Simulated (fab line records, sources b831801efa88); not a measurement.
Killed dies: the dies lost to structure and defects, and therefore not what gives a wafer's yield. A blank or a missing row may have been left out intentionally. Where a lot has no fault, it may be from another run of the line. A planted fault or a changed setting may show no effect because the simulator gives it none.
fab line records :: flow sky130 :: part 2 of 2: steps 25 to 32 of 32
record
  lots=5
  wafers=15
  last-day=50
route steps=708 shown LI_CONTACT@372 LOCAL_INTERCONNECT@387
lots with no fault: from the same line, run without faults
start-h: hours from the record's opening day to when the first of the lot's shown wafers began :: wait-h: hours since the lot's step before :: " same as the row above :: L1.1+2: several wafers, shown together as one row :: - no value present, or no start provided :: * or withheld: withheld :: < > ~ a bound
route shown NAME@n: NAME is a module with steps in the file, n the number in the route of the first one :: usual: the fault-free wafers' mean and standard deviation :: same: alike in all rows :: chamber/n: place in a boat :: sites: readings site by site :: _std_site: the values' standard deviation :: _edge_site: the outer-site mean with the inner-site mean subtracted :: radius-mm: for every site, how far away it sits from the centre of the wafer :: mask NAME#n: copy n :: behind: the tool/chamber that last shaped the wafer :: hold: what put the lot on hold/how long, in hours/how the hold closed :: device: the n, p or np transistor that did not switch :: end of line: tests of these same wafers at the route's end :: a step with no rows: only its recipe :: killed: not the wafer's yield, but the dies lost to structure and defects at the first sort :: map: shows each die of a wafer: x if killed, . if not, _ if none is there
set.NAME: the setting that was run; set.NAME@STEP: the one run at that earlier step :: model.NAME: the simulator's own value behind a step, which no gauge read
lots seen at some steps along the route; tables by step, rows by wafer
services: a tool's chamber out of use, with start hour (start-h, from the record's first day; less than 0 if before it), hours out, and reason
## steps
# step SKY_LOCAL_INTERCONNECT_PEB_09
# recipe
  peb-temp-c=withheld
  peb-time-s=withheld
  resist=KrF-thick
# usual
  exhaust-pa=45.0/0.8
lot.wafer: L075.1
tool: litho-track-04
chamber: 0
start-h: -
wait-h: -
exhaust-pa: 43.5

lot.wafer: L075.3
tool: litho-track-04
chamber: 0
start-h: -
wait-h: -
exhaust-pa: 43.8

lot.wafer: L075.6
tool: litho-track-04
chamber: 0
start-h: -
wait-h: -
exhaust-pa: 44.6

lot.wafer: L078.1
tool: litho-track-01
chamber: 0
start-h: -
wait-h: -
exhaust-pa: 44.8

lot.wafer: L078.2
tool: litho-track-01
chamber: 0
start-h: -
wait-h: -
exhaust-pa: 43.7

lot.wafer: L078.5
tool: litho-track-01
chamber: 0
start-h: -
wait-h: -
exhaust-pa: 45.4

lot.wafer: L079.1
tool: litho-track-02
chamber: 0
start-h: -
wait-h: -
exhaust-pa: 45.7

lot.wafer: L079.5
tool: litho-track-02
chamber: 0
start-h: -
wait-h: -
exhaust-pa: 44.7

lot.wafer: L079.6
tool: litho-track-02
chamber: 0
start-h: -
wait-h: -
exhaust-pa: 45.5

lot.wafer: L083.1
tool: litho-track-01
chamber: 0
start-h: -
wait-h: -
exhaust-pa: 45.9

lot.wafer: L083.3
tool: litho-track-01
chamber: 0
start-h: -
wait-h: -
exhaust-pa: 45.0

lot.wafer: L083.5
tool: litho-track-01
chamber: 0
start-h: -
wait-h: -
exhaust-pa: 45.1

lot.wafer: L093.1
tool: litho-track-02
chamber: 0
start-h: -
wait-h: -
exhaust-pa: 44.6

lot.wafer: L093.2
tool: litho-track-02
chamber: 0
start-h: -
wait-h: -
exhaust-pa: 45.0

lot.wafer: L093.3
tool: litho-track-02
chamber: 0
start-h: -
wait-h: -
exhaust-pa: 43.5
# step SKY_LOCAL_INTERCONNECT_DEVELOP_10
# recipe
  develop-time-s=60
  resist=KrF-thick
  dev-temp-c=21
# usual
  exhaust-pa=45.0/0.91
lot.wafer: L075.1
tool: litho-track-04
chamber: 0
start-h: -
wait-h: -
exhaust-pa: 45.9

lot.wafer: L075.3
tool: litho-track-04
chamber: 0
start-h: -
wait-h: -
exhaust-pa: 44.8

lot.wafer: L075.6
tool: litho-track-04
chamber: 0
start-h: -
wait-h: -
exhaust-pa: 45.1

lot.wafer: L078.1
tool: litho-track-01
chamber: 0
start-h: -
wait-h: -
exhaust-pa: 44.7

lot.wafer: L078.2
tool: litho-track-01
chamber: 0
start-h: -
wait-h: -
exhaust-pa: 45.0

lot.wafer: L078.5
tool: litho-track-01
chamber: 0
start-h: -
wait-h: -
exhaust-pa: 44.9

lot.wafer: L079.1
tool: litho-track-02
chamber: 0
start-h: -
wait-h: -
exhaust-pa: 45.1

lot.wafer: L079.5
tool: litho-track-02
chamber: 0
start-h: -
wait-h: -
exhaust-pa: 44.1

lot.wafer: L079.6
tool: litho-track-02
chamber: 0
start-h: -
wait-h: -
exhaust-pa: 44.8

lot.wafer: L083.1
tool: litho-track-01
chamber: 0
start-h: -
wait-h: -
exhaust-pa: 45.7

lot.wafer: L083.3
tool: litho-track-01
chamber: 0
start-h: -
wait-h: -
exhaust-pa: 44.6

lot.wafer: L083.5
tool: litho-track-01
chamber: 0
start-h: -
wait-h: -
exhaust-pa: 46.9

lot.wafer: L093.1
tool: litho-track-02
chamber: 0
start-h: -
wait-h: -
exhaust-pa: 45.2

lot.wafer: L093.2
tool: litho-track-02
chamber: 0
start-h: -
wait-h: -
exhaust-pa: 45.6

lot.wafer: L093.3
tool: litho-track-02
chamber: 0
start-h: -
wait-h: -
exhaust-pa: 46.6
# step SKY_LOCAL_INTERCONNECT_CD_MEAS_11
# recipe
  target-cd-nm=170
# usual
  cd-nm=170.6/1.4
lot.wafer: L075.1
tool: cd-sem-02
chamber: -
start-h: 707.51
wait-h: -
cd-nm: 170.1

lot.wafer: L075.3
tool: cd-sem-02
chamber: -
start-h: 707.51
wait-h: -
cd-nm: 170.2

lot.wafer: L075.6
tool: cd-sem-02
chamber: -
start-h: 707.51
wait-h: -
cd-nm: 169.4

lot.wafer: L078.1
tool: cd-sem-01
chamber: -
start-h: 734.67
wait-h: -
cd-nm: 171.1

lot.wafer: L078.2
tool: cd-sem-01
chamber: -
start-h: 734.67
wait-h: -
cd-nm: 169.7

lot.wafer: L078.5
tool: cd-sem-01
chamber: -
start-h: 734.67
wait-h: -
cd-nm: 170.1

lot.wafer: L079.1
tool: cd-sem-02
chamber: -
start-h: 745.74
wait-h: -
cd-nm: 172.7

lot.wafer: L079.5
tool: cd-sem-02
chamber: -
start-h: 745.74
wait-h: -
cd-nm: 172.0

lot.wafer: L079.6
tool: cd-sem-02
chamber: -
start-h: 745.74
wait-h: -
cd-nm: 172.4

lot.wafer: L083.1
tool: cd-sem-02
chamber: -
start-h: 780.42
wait-h: -
cd-nm: 170.8

lot.wafer: L083.3
tool: cd-sem-02
chamber: -
start-h: 780.42
wait-h: -
cd-nm: 171.9

lot.wafer: L083.5
tool: cd-sem-02
chamber: -
start-h: 780.42
wait-h: -
cd-nm: 171.6

lot.wafer: L093.1
tool: cd-sem-02
chamber: -
start-h: 864.59
wait-h: -
cd-nm: 170.4

lot.wafer: L093.2
tool: cd-sem-02
chamber: -
start-h: 864.59
wait-h: -
cd-nm: 170.5

lot.wafer: L093.3
tool: cd-sem-02
chamber: -
start-h: 864.59
wait-h: -
cd-nm: 170.6
# step SKY_LOCAL_INTERCONNECT_OVL_MEAS_12
# usual
  LOCAL_INTERCONNECT_OVL=0/5.2
lot.wafer: L075.1
tool: overlay-01
chamber: -
start-h: 707.63
wait-h: 0.1
LOCAL_INTERCONNECT_OVL[nm]: 5

lot.wafer: L075.3
tool: overlay-01
chamber: -
start-h: 707.63
wait-h: 0.1
LOCAL_INTERCONNECT_OVL[nm]: 7

lot.wafer: L075.6
tool: overlay-01
chamber: -
start-h: 707.63
wait-h: 0.1
LOCAL_INTERCONNECT_OVL[nm]: 3

lot.wafer: L078.1
tool: overlay-02
chamber: -
start-h: 734.79
wait-h: 0.1
LOCAL_INTERCONNECT_OVL[nm]: -2

lot.wafer: L078.2
tool: overlay-02
chamber: -
start-h: 734.79
wait-h: 0.1
LOCAL_INTERCONNECT_OVL[nm]: 0

lot.wafer: L078.5
tool: overlay-02
chamber: -
start-h: 734.79
wait-h: 0.1
LOCAL_INTERCONNECT_OVL[nm]: 5

lot.wafer: L079.1
tool: overlay-02
chamber: -
start-h: 745.86
wait-h: 0.1
LOCAL_INTERCONNECT_OVL[nm]: 4

lot.wafer: L079.5
tool: overlay-02
chamber: -
start-h: 745.86
wait-h: 0.1
LOCAL_INTERCONNECT_OVL[nm]: 1

lot.wafer: L079.6
tool: overlay-02
chamber: -
start-h: 745.86
wait-h: 0.1
LOCAL_INTERCONNECT_OVL[nm]: 0

lot.wafer: L083.1
tool: overlay-01
chamber: -
start-h: 780.54
wait-h: 0.1
LOCAL_INTERCONNECT_OVL[nm]: 0

lot.wafer: L083.3
tool: overlay-01
chamber: -
start-h: 780.54
wait-h: 0.1
LOCAL_INTERCONNECT_OVL[nm]: 7

lot.wafer: L083.5
tool: overlay-01
chamber: -
start-h: 780.54
wait-h: 0.1
LOCAL_INTERCONNECT_OVL[nm]: 5

lot.wafer: L093.1
tool: overlay-02
chamber: -
start-h: 864.71
wait-h: 0.1
LOCAL_INTERCONNECT_OVL[nm]: 2

lot.wafer: L093.2
tool: overlay-02
chamber: -
start-h: 864.71
wait-h: 0.1
LOCAL_INTERCONNECT_OVL[nm]: 2

lot.wafer: L093.3
tool: overlay-02
chamber: -
start-h: 864.71
wait-h: 0.1
LOCAL_INTERCONNECT_OVL[nm]: -4
# step SKY_LOCAL_INTERCONNECT_ETCH_13
# recipe
  chemistry=N2/H2
  target=BARC
  ion-energy-ev=200
  bias-w=100
  pressure-mtorr=30
  n2-flow-sccm=100
  h2-flow-sccm=200
  icp-w=500
  stop-on=SiO2
  time-s=45.9
  target-depth-a=600
# usual
  drypump-motor-current-A=5.52/0.27
  h2-flow-sccm=200.0/0.65
  oes-product-au=0.854/0.0048
  throttle-valve-pct=13.226/0.0084
# same
  time-s=45.9
lot.wafer: L075.1
tool: rie-metal-01
chamber: 0
start-h: 707.67
wait-h: 0.0
drypump-motor-current-A: 5.12
h2-flow-sccm: 201.3
oes-product-au: 0.846
rf-hours-counter-h: 7
throttle-valve-pct: 13.224

lot.wafer: L075.3
tool: rie-metal-01
chamber: 1
start-h: 707.67
wait-h: 0.0
drypump-motor-current-A: 5.59
h2-flow-sccm: 201.2
oes-product-au: 0.849
rf-hours-counter-h: -
throttle-valve-pct: 13.224

lot.wafer: L075.6
tool: rie-metal-01
chamber: 0
start-h: 707.67
wait-h: 0.0
drypump-motor-current-A: 5.13
h2-flow-sccm: 201.3
oes-product-au: 0.855
rf-hours-counter-h: -
throttle-valve-pct: 13.233

lot.wafer: L078.1
tool: rie-metal-02
chamber: 0
start-h: 734.83
wait-h: 0.0
drypump-motor-current-A: 5.74
h2-flow-sccm: 200.2
oes-product-au: 0.847
rf-hours-counter-h: 11
throttle-valve-pct: 13.234

lot.wafer: L078.2
tool: rie-metal-02
chamber: 1
start-h: 734.83
wait-h: 0.0
drypump-motor-current-A: 5.24
h2-flow-sccm: 201.0
oes-product-au: 0.854
rf-hours-counter-h: 13
throttle-valve-pct: 13.234

lot.wafer: L078.5
tool: rie-metal-02
chamber: 1
start-h: 734.83
wait-h: 0.0
drypump-motor-current-A: 5.22
h2-flow-sccm: 201.0
oes-product-au: 0.864
rf-hours-counter-h: -
throttle-valve-pct: 13.228

lot.wafer: L079.1
tool: rie-metal-02
chamber: 1
start-h: 745.90
wait-h: 0.0
drypump-motor-current-A: 5.26
h2-flow-sccm: 199.7
oes-product-au: 0.855
rf-hours-counter-h: 14
throttle-valve-pct: 13.220

lot.wafer: L079.5
tool: rie-metal-02
chamber: 0
start-h: 745.90
wait-h: 0.0
drypump-motor-current-A: 5.75
h2-flow-sccm: 199.1
oes-product-au: 0.862
rf-hours-counter-h: -
throttle-valve-pct: 13.227

lot.wafer: L079.6
tool: rie-metal-02
chamber: 1
start-h: 745.90
wait-h: 0.0
drypump-motor-current-A: 5.26
h2-flow-sccm: 199.8
oes-product-au: 0.851
rf-hours-counter-h: -
throttle-valve-pct: 13.225

lot.wafer: L083.1
tool: rie-metal-03
chamber: 1
start-h: 780.58
wait-h: 0.0
drypump-motor-current-A: 5.88
h2-flow-sccm: 200.3
oes-product-au: 0.854
rf-hours-counter-h: 13
throttle-valve-pct: 13.239

lot.wafer: L083.3
tool: rie-metal-03
chamber: 0
start-h: 780.58
wait-h: 0.0
drypump-motor-current-A: 5.41
h2-flow-sccm: 200.0
oes-product-au: 0.859
rf-hours-counter-h: -
throttle-valve-pct: 13.217

lot.wafer: L083.5
tool: rie-metal-03
chamber: 1
start-h: 780.58
wait-h: 0.0
drypump-motor-current-A: 5.89
h2-flow-sccm: 199.5
oes-product-au: 0.854
rf-hours-counter-h: -
throttle-valve-pct: 13.204

lot.wafer: L093.1
tool: rie-metal-03
chamber: 1
start-h: 864.75
wait-h: 0.0
drypump-motor-current-A: 5.91
h2-flow-sccm: 200.6
oes-product-au: 0.853
rf-hours-counter-h: 17
throttle-valve-pct: 13.234

lot.wafer: L093.2
tool: rie-metal-03
chamber: 0
start-h: 864.75
wait-h: 0.0
drypump-motor-current-A: 5.39
h2-flow-sccm: 200.0
oes-product-au: 0.854
rf-hours-counter-h: 16
throttle-valve-pct: 13.218

lot.wafer: L093.3
tool: rie-metal-03
chamber: 1
start-h: 864.75
wait-h: 0.0
drypump-motor-current-A: 5.91
h2-flow-sccm: 200.9
oes-product-au: 0.855
rf-hours-counter-h: -
throttle-valve-pct: 13.232
# step SKY_LOCAL_INTERCONNECT_METAL_ETCH_14
# recipe
  target-depth-nm=110
  stop-on=PSG
  chemistry=Cl2/BCl3
  target=TiN
  resist-sidewall-deg=88
  pressure-mtorr=10
  icp-w=900
  bias-w=48.5
  Cl2_flow_sccm=60
  bcl3-flow-sccm=30
  time-s=31.4
# usual
  bcl3-flow-sccm=30.00/0.099
  drypump-motor-current-A=5.51/0.27
  mfc-cl2-sccm=60.01/0.16
  oes-product-au=0.940/0.0085
  throttle-valve-pct=21.902/0.01
# same
  time-s=31.4
lot.wafer: L075.1
tool: rie-metal-01
chamber: 0
start-h: 707.73
wait-h: 0.0
bcl3-flow-sccm: 29.88
drypump-motor-current-A: 5.11
mfc-cl2-sccm: 60.04
oes-product-au: 0.926
rf-hours-counter-h: 7
throttle-valve-pct: 21.900

lot.wafer: L075.3
tool: rie-metal-01
chamber: 1
start-h: 707.73
wait-h: 0.0
bcl3-flow-sccm: 29.93
drypump-motor-current-A: 5.60
mfc-cl2-sccm: 59.84
oes-product-au: 0.935
rf-hours-counter-h: -
throttle-valve-pct: 21.893

lot.wafer: L075.6
tool: rie-metal-01
chamber: 0
start-h: 707.73
wait-h: 0.0
bcl3-flow-sccm: 29.98
drypump-motor-current-A: 5.11
mfc-cl2-sccm: 59.99
oes-product-au: 0.932
rf-hours-counter-h: -
throttle-valve-pct: 21.908

lot.wafer: L078.1
tool: rie-metal-02
chamber: 0
start-h: 734.89
wait-h: 0.0
bcl3-flow-sccm: 29.96
drypump-motor-current-A: 5.72
mfc-cl2-sccm: 59.98
oes-product-au: 0.939
rf-hours-counter-h: 11
throttle-valve-pct: 21.913

lot.wafer: L078.2
tool: rie-metal-02
chamber: 1
start-h: 734.89
wait-h: 0.0
bcl3-flow-sccm: 30.12
drypump-motor-current-A: 5.28
mfc-cl2-sccm: 60.00
oes-product-au: 0.938
rf-hours-counter-h: 13
throttle-valve-pct: 21.890

lot.wafer: L078.5
tool: rie-metal-02
chamber: 1
start-h: 734.89
wait-h: 0.0
bcl3-flow-sccm: 30.10
drypump-motor-current-A: 5.24
mfc-cl2-sccm: 60.16
oes-product-au: 0.935
rf-hours-counter-h: -
throttle-valve-pct: 21.896

lot.wafer: L079.1
tool: rie-metal-02
chamber: 1
start-h: 745.96
wait-h: 0.0
bcl3-flow-sccm: 30.01
drypump-motor-current-A: 5.23
mfc-cl2-sccm: 59.83
oes-product-au: 0.939
rf-hours-counter-h: 14
throttle-valve-pct: 21.902

lot.wafer: L079.5
tool: rie-metal-02
chamber: 0
start-h: 745.96
wait-h: 0.0
bcl3-flow-sccm: 30.04
drypump-motor-current-A: 5.70
mfc-cl2-sccm: 60.18
oes-product-au: 0.945
rf-hours-counter-h: -
throttle-valve-pct: 21.910

lot.wafer: L079.6
tool: rie-metal-02
chamber: 1
start-h: 745.96
wait-h: 0.0
bcl3-flow-sccm: 29.98
drypump-motor-current-A: 5.25
mfc-cl2-sccm: 60.01
oes-product-au: 0.932
rf-hours-counter-h: -
throttle-valve-pct: 21.887

lot.wafer: L083.1
tool: rie-metal-03
chamber: 1
start-h: 780.64
wait-h: 0.0
bcl3-flow-sccm: 30.11
drypump-motor-current-A: 5.91
mfc-cl2-sccm: 60.06
oes-product-au: 0.941
rf-hours-counter-h: 13
throttle-valve-pct: 21.906

lot.wafer: L083.3
tool: rie-metal-03
chamber: 0
start-h: 780.64
wait-h: 0.0
bcl3-flow-sccm: 30.01
drypump-motor-current-A: 5.37
mfc-cl2-sccm: 59.94
oes-product-au: 0.943
rf-hours-counter-h: -
throttle-valve-pct: 21.911

lot.wafer: L083.5
tool: rie-metal-03
chamber: 1
start-h: 780.64
wait-h: 0.0
bcl3-flow-sccm: 30.05
drypump-motor-current-A: 5.88
mfc-cl2-sccm: 60.30
oes-product-au: 0.936
rf-hours-counter-h: -
throttle-valve-pct: 21.919

lot.wafer: L093.1
tool: rie-metal-03
chamber: 1
start-h: 864.81
wait-h: 0.0
bcl3-flow-sccm: 30.13
drypump-motor-current-A: 5.86
mfc-cl2-sccm: 60.11
oes-product-au: 0.955
rf-hours-counter-h: 17
throttle-valve-pct: 21.910

lot.wafer: L093.2
tool: rie-metal-03
chamber: 0
start-h: 864.81
wait-h: 0.0
bcl3-flow-sccm: 30.09
drypump-motor-current-A: 5.39
mfc-cl2-sccm: 59.97
oes-product-au: 0.938
rf-hours-counter-h: 16
throttle-valve-pct: 21.908

lot.wafer: L093.3
tool: rie-metal-03
chamber: 1
start-h: 864.81
wait-h: 0.0
bcl3-flow-sccm: 30.18
drypump-motor-current-A: 5.87
mfc-cl2-sccm: 60.00
oes-product-au: 0.941
rf-hours-counter-h: -
throttle-valve-pct: 21.890
# step SKY_LOCAL_INTERCONNECT_STRIP_15
# recipe
  chemistry=O2/N2
  power-w=1400
  pressure-mtorr=1500
  platen-temp-c=withheld
  o2-flow-sccm=3000
  n2-flow-sccm=300
  overash-fraction=0.5
# usual
  drypump-motor-current-A=5.93/0.28
  oes-product-au=0.426/0.0044
  strip-time-to-endpoint-s=4.710/0.027
# same
  overash-fraction=0.5
lot.wafer: L075.1
tool: plasma-asher-02
chamber: 1
start-h: 707.78
wait-h: 0.0
drypump-motor-current-A: 6.17
oes-product-au: 0.433
rf-hours-counter-h: 60
strip-time-to-endpoint-s: 4.735

lot.wafer: L075.3
tool: plasma-asher-02
chamber: 0
start-h: 707.78
wait-h: 0.0
drypump-motor-current-A: 5.50
oes-product-au: 0.426
rf-hours-counter-h: -
strip-time-to-endpoint-s: 4.711

lot.wafer: L075.6
tool: plasma-asher-02
chamber: 1
start-h: 707.78
wait-h: 0.0
drypump-motor-current-A: 6.15
oes-product-au: 0.423
rf-hours-counter-h: -
strip-time-to-endpoint-s: 4.706

lot.wafer: L078.1
tool: plasma-asher-02
chamber: 0
start-h: 734.94
wait-h: 0.0
drypump-motor-current-A: 5.51
oes-product-au: 0.423
rf-hours-counter-h: 63
strip-time-to-endpoint-s: 4.689

lot.wafer: L078.2
tool: plasma-asher-02
chamber: 1
start-h: 734.94
wait-h: 0.0
drypump-motor-current-A: 6.17
oes-product-au: 0.427
rf-hours-counter-h: 63
strip-time-to-endpoint-s: 4.691

lot.wafer: L078.5
tool: plasma-asher-02
chamber: 0
start-h: 734.94
wait-h: 0.0
drypump-motor-current-A: 5.49
oes-product-au: 0.425
rf-hours-counter-h: -
strip-time-to-endpoint-s: 4.701

lot.wafer: L079.1
tool: plasma-asher-04
chamber: 0
start-h: 746.01
wait-h: 0.0
drypump-motor-current-A: 6.26
oes-product-au: 0.435
rf-hours-counter-h: 0
strip-time-to-endpoint-s: 4.718

lot.wafer: L079.5
tool: plasma-asher-04
chamber: 1
start-h: 746.01
wait-h: 0.0
drypump-motor-current-A: 5.92
oes-product-au: 0.424
rf-hours-counter-h: -
strip-time-to-endpoint-s: 4.702

lot.wafer: L079.6
tool: plasma-asher-04
chamber: 0
start-h: 746.01
wait-h: 0.0
drypump-motor-current-A: 6.27
oes-product-au: 0.427
rf-hours-counter-h: -
strip-time-to-endpoint-s: 4.710

lot.wafer: L083.1
tool: plasma-asher-02
chamber: 1
start-h: 780.69
wait-h: 0.0
drypump-motor-current-A: 6.16
oes-product-au: 0.428
rf-hours-counter-h: 67
strip-time-to-endpoint-s: 4.684

lot.wafer: L083.3
tool: plasma-asher-02
chamber: 0
start-h: 780.69
wait-h: 0.0
drypump-motor-current-A: 5.51
oes-product-au: 0.426
rf-hours-counter-h: -
strip-time-to-endpoint-s: 4.717

lot.wafer: L083.5
tool: plasma-asher-02
chamber: 1
start-h: 780.69
wait-h: 0.0
drypump-motor-current-A: 6.16
oes-product-au: 0.425
rf-hours-counter-h: -
strip-time-to-endpoint-s: 4.681

lot.wafer: L093.1
tool: plasma-asher-02
chamber: 0
start-h: 864.86
wait-h: 0.0
drypump-motor-current-A: 5.51
oes-product-au: 0.416
rf-hours-counter-h: 75
strip-time-to-endpoint-s: 4.679

lot.wafer: L093.2
tool: plasma-asher-02
chamber: 1
start-h: 864.86
wait-h: 0.0
drypump-motor-current-A: 6.15
oes-product-au: 0.423
rf-hours-counter-h: 75
strip-time-to-endpoint-s: 4.749

lot.wafer: L093.3
tool: plasma-asher-02
chamber: 1
start-h: 864.86
wait-h: 0.0
drypump-motor-current-A: 6.16
oes-product-au: 0.418
rf-hours-counter-h: -
strip-time-to-endpoint-s: 4.670
# step SKY_LOCAL_INTERCONNECT_STRIP_16
# recipe
  chemistry=post-etch-residue-remover
  time-s=1200
  temp-c=72.5
# same
  time-s=1200
lot.wafer: L075.1+3+6
tool: wet-bench-01
chamber: 2
start-h: 707.88
wait-h: 0.1

lot.wafer: L078.1+2+5
tool: wet-bench-04
chamber: 0
start-h: 735.04
wait-h: 0.1

lot.wafer: L079.1+5+6
tool: wet-bench-01
chamber: 0
start-h: 746.11
wait-h: 0.1

lot.wafer: L083.1+3+5
tool: wet-bench-03
chamber: 3
start-h: 780.79
wait-h: 0.1

lot.wafer: L093.1+2+3
tool: wet-bench-04
chamber: 3
start-h: 864.96
wait-h: 0.1
## services
tool: rie-metal-02
chamber: 1
start-h: 656.47
hours: 6.5
kind: repair

tool: cvd-w-01
chamber: -
start-h: 679.05
hours: 6.0
kind: pm

tool: rie-diel-01
chamber: 0
start-h: 696.56
hours: 4.5
kind: repair

tool: krf-scanner-02
chamber: -
start-h: 700.34
hours: 1.3
kind: pm

tool: pvd-sputter-03
chamber: -
start-h: 700.56
hours: 2.2
kind: repair

tool: plasma-asher-01
chamber: -
start-h: 708.94
hours: 3.8
kind: repair

tool: rie-diel-04
chamber: -
start-h: 721.43
hours: 4.3
kind: pm

tool: krf-scanner-02
chamber: -
start-h: 729.79
hours: 4.4
kind: pm

tool: rie-metal-03
chamber: -
start-h: 737.75
hours: 1.4
kind: pm

tool: rie-diel-04
chamber: 3
start-h: 738.19
hours: 5.8
kind: repair

tool: rie-diel-04
chamber: 0
start-h: 740.58
hours: 3.4
kind: repair

tool: cvd-w-01
chamber: -
start-h: 746.86
hours: 1.0
kind: repair

tool: pvd-sputter-03
chamber: -
start-h: 747.96
hours: 1.7
kind: repair

tool: rie-diel-01
chamber: -
start-h: 752.40
hours: 2.8
kind: pm

tool: rie-metal-02
chamber: 0
start-h: 769.09
hours: 16.7
kind: repair

tool: rie-diel-01
chamber: 1
start-h: 786.16
hours: 32.2
kind: repair

tool: rie-metal-02
chamber: 0
start-h: 788.42
hours: 5.4
kind: repair

tool: rie-diel-04
chamber: 0
start-h: 797.21
hours: 8.0
kind: repair

tool: cvd-w-01
chamber: -
start-h: 801.40
hours: 28.1
kind: pm

tool: rie-diel-04
chamber: -
start-h: 801.62
hours: 14.6
kind: pm

tool: krf-scanner-02
chamber: -
start-h: 802.26
hours: 1.0
kind: pm

tool: krf-scanner-02
chamber: -
start-h: 811.06
hours: 0.8
kind: pm

tool: rie-diel-04
chamber: 3
start-h: 830.35
hours: 4.9
kind: repair

tool: plasma-asher-02
chamber: -
start-h: 837.41
hours: 15.6
kind: pm
